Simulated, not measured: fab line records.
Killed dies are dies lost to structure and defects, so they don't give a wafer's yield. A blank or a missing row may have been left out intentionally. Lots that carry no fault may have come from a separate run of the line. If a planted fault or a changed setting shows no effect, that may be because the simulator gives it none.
Comparing a struck lot with a sound one    flow gf180mcu    47 out of 602 route steps
Sound: these wafers, L251.3, L251.4, L251.5. Wafers L258.1, L258.5, L258.6 were the ones struck. At the end, the cause is stated.
Order at every step that has rows: each side's tool, ch and its chambers, its first start. Under that, the readings that differ: sound wafers    struck wafers    difference of the means    sigmas: that difference in standard deviations of wafers without a fault.
alike: readings with means less than 2 such deviations apart, plus words and numbers identical on both sides. not compared: withheld readings, readings lacking a value on some wafer, bounds such as >300 that could conceal the same value, and numbers that have no deviation in the record and whose values overlap.
The two part at a step that has a row with sigmas, a row that says differs or no value, or rows on one side only. Numbers that don't overlap but have no deviation are shown without sigmas and don't part them. A reading missing from all wafers of one side parts the sides only when that side holds two or more wafers.

first, 8 steps without rows for these wafers: GF_DNWELL_DEHYDRATE_00 (time 60 s); GF_DNWELL_HMDS_01 (prime time 60 s); GF_DNWELL_COAT_02 (resist thk 3000 nm); GF_DNWELL_SOFTBAKE_03; GF_DNWELL_EXPOSE_04 (exposes mask DNWELL, target cd 1700 nm); GF_DNWELL_PEB_05; GF_DNWELL_DEVELOP_06 (develop time 60 s); GF_DNWELL_IMPLANT_07.
GF_DNWELL_STRIP_08: strips in O2/N2.
  sound on plasmaAsher-02 ch 0,1, day 2 17:49; struck on plasmaAsher-03 ch 0,1, day 4 09:20
  alike: drypumpMotorCurrentA, heaterPowerW, oesProductAu, platenTempC, stripTimeToEndpointS
  not compared: rfHoursCounterH
GF_DNWELL_TW_MEAS_09:
  sound on filmMetro-02, day 2 17:54; struck on filmMetro-02, day 4 09:26
  alike: DNWELL_TW
then, 2 steps without rows for these wafers: GF_NWELL_DEHYDRATE_00 (time 60 s); GF_NWELL_HMDS_01 (prime time 60 s).
GF_NWELL_COAT_02: resist thk 3000 nm.
  sound on lithoTrack-01 ch 0, day 3 00:12; struck on lithoTrack-01, day 4 15:45
  no value came back on the struck wafers for chillPlateTempC (C), dispensePressureKPa (kPa), resistLineTempC (C); on the sound wafers chillPlateTempC (C) reads 23.01 23.01 23.05
then, 4 steps without rows for these wafers: GF_NWELL_SOFTBAKE_03; GF_NWELL_EXPOSE_04 (exposes mask Nwell, target cd 860 nm); GF_NWELL_PEB_05; GF_NWELL_DEVELOP_06 (develop time 60 s).
GF_NWELL_OVL_MEAS_07:
  sound on overlay-02, day 3 06:53; struck on overlay-01, day 4 23:23
reading         sound        struck  difference                     sigmas
NWELL_OVL (nm)  1.7 0.7 0.6  - - -   no value on the struck wafers  
then, 2 steps without rows for these wafers: GF_NWELL_IMPLANT_08; GF_NWELL_IMPLANT_09.
GF_NWELL_STRIP_10: strips in O2/N2.
  sound on plasmaAsher-02 ch 0,1, day 3 07:15; struck on plasmaAsher-01 ch 0,1, day 4 23:43
  no value came back on the struck wafers for oesProductAu (a.u.), stripTimeToEndpointS (s); on the sound wafers oesProductAu (a.u.) reads 0.727 0.715 0.720
reading           sound        struck       difference  sigmas
heaterPowerW (W)  350 370 368  279 310 272  -76         -2
  alike: drypumpMotorCurrentA, platenTempC
  not compared: rfHoursCounterH
GF_NWELL_TW_MEAS_11:
  sound on filmMetro-02, day 3 07:20; struck on filmMetro-01, day 4 23:49
  alike: NWELL_TW
then, 7 steps without rows for these wafers: GF_LVPWELL_DEHYDRATE_00 (time 60 s); GF_LVPWELL_HMDS_01 (prime time 60 s); GF_LVPWELL_COAT_02 (resist thk 3000 nm); GF_LVPWELL_SOFTBAKE_03; GF_LVPWELL_EXPOSE_04 (exposes mask LVPWELL, target cd 600 nm); GF_LVPWELL_PEB_05; GF_LVPWELL_DEVELOP_06 (develop time 60 s).
GF_LVPWELL_OVL_MEAS_07:
  sound on overlay-01, day 3 19:59; struck on overlay-02, day 5 13:57
reading           sound           struck        difference  sigmas
LVPWELL_OVL (nm)  -3.0 -3.4 -3.8  1.0 -1.1 2.5  +4.2        +3
then, 2 steps without rows for these wafers: GF_LVPWELL_IMPLANT_08; GF_LVPWELL_IMPLANT_09.
GF_LVPWELL_STRIP_10: strips in O2/N2.
  sound on plasmaAsher-03 ch 0,1, day 3 20:21; struck on plasmaAsher-01 ch 0,1, day 5 14:17
  alike: drypumpMotorCurrentA, heaterPowerW, oesProductAu, platenTempC, stripTimeToEndpointS
  not compared: rfHoursCounterH
GF_LVPWELL_TW_MEAS_11:
  sound on filmMetro-02, day 3 20:26; struck on filmMetro-02, day 5 14:23
reading     sound        struck          difference  sigmas
LVPWELL_TW  560 561 559  1599 1601 1593  +1038       +99 or more
then, 7 steps without rows for these wafers: GF_MVSD_DEHYDRATE_00 (time 60 s); GF_MVSD_HMDS_01 (prime time 60 s); GF_MVSD_COAT_02 (resist thk 3000 nm); GF_MVSD_SOFTBAKE_03; GF_MVSD_EXPOSE_04 (exposes mask MVSD, target cd 1000 nm); GF_MVSD_PEB_05; GF_MVSD_DEVELOP_06 (develop time 60 s).
GF_MVSD_OVL_MEAS_07:
  sound on overlay-02, day 4 09:35; struck on overlay-02, day 6 04:35
  alike: MVSD_OVL
GF_MVSD_TW_MEAS_11:
  sound on filmMetro-04, day 4 10:02; struck on filmMetro-02, day 6 05:01
reading  sound           struck          difference  sigmas
MVSD_TW  1552 1557 1549  1985 1982 1988  +432        +36
GF_MVPSD_TW_MEAS_11:
  sound on filmMetro-04, day 5 00:47; struck on filmMetro-02, day 6 20:37
reading   sound        struck          difference  sigmas
MVPSD_TW  546 545 545  1598 1604 1602  +1056       +99 or more
GF_VT_IMPLANT_TW_MEAS_10:
  sound on filmMetro-04, day 5 15:41; struck on filmMetro-03, day 7 11:58
reading        sound        struck          difference  sigmas
VT_IMPLANT_TW  557 556 555  1591 1592 1594  +1036       +99 or more
GF_VT_IMPLANT_TW_MEAS_21:
  sound on filmMetro-02, day 6 06:35; struck on filmMetro-04, day 8 04:14
reading          sound           struck          difference  sigmas
VT_IMPLANT_2_TW  1211 1213 1217  1740 1748 1748  +532        +54
GF_VT_IMPLANT_TW_MEAS_32:
  sound on filmMetro-04, day 6 22:15; struck on filmMetro-03, day 8 21:00
reading          sound              struck                difference  sigmas
VT_IMPLANT_3_TW  264.0 262.8 264.5  1569.6 1579.7 1569.7  +1309.2     +99 or more

## WHERE THEY PART
Last at GF_VT_IMPLANT_TW_MEAS_32 as far as this record goes, first at GF_NWELL_COAT_02.

WHY: what the simulator had put in
Step skipped in full: lithoTrack-01, at GF_NWELL_COAT_02, from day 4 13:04 onward. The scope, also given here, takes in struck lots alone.
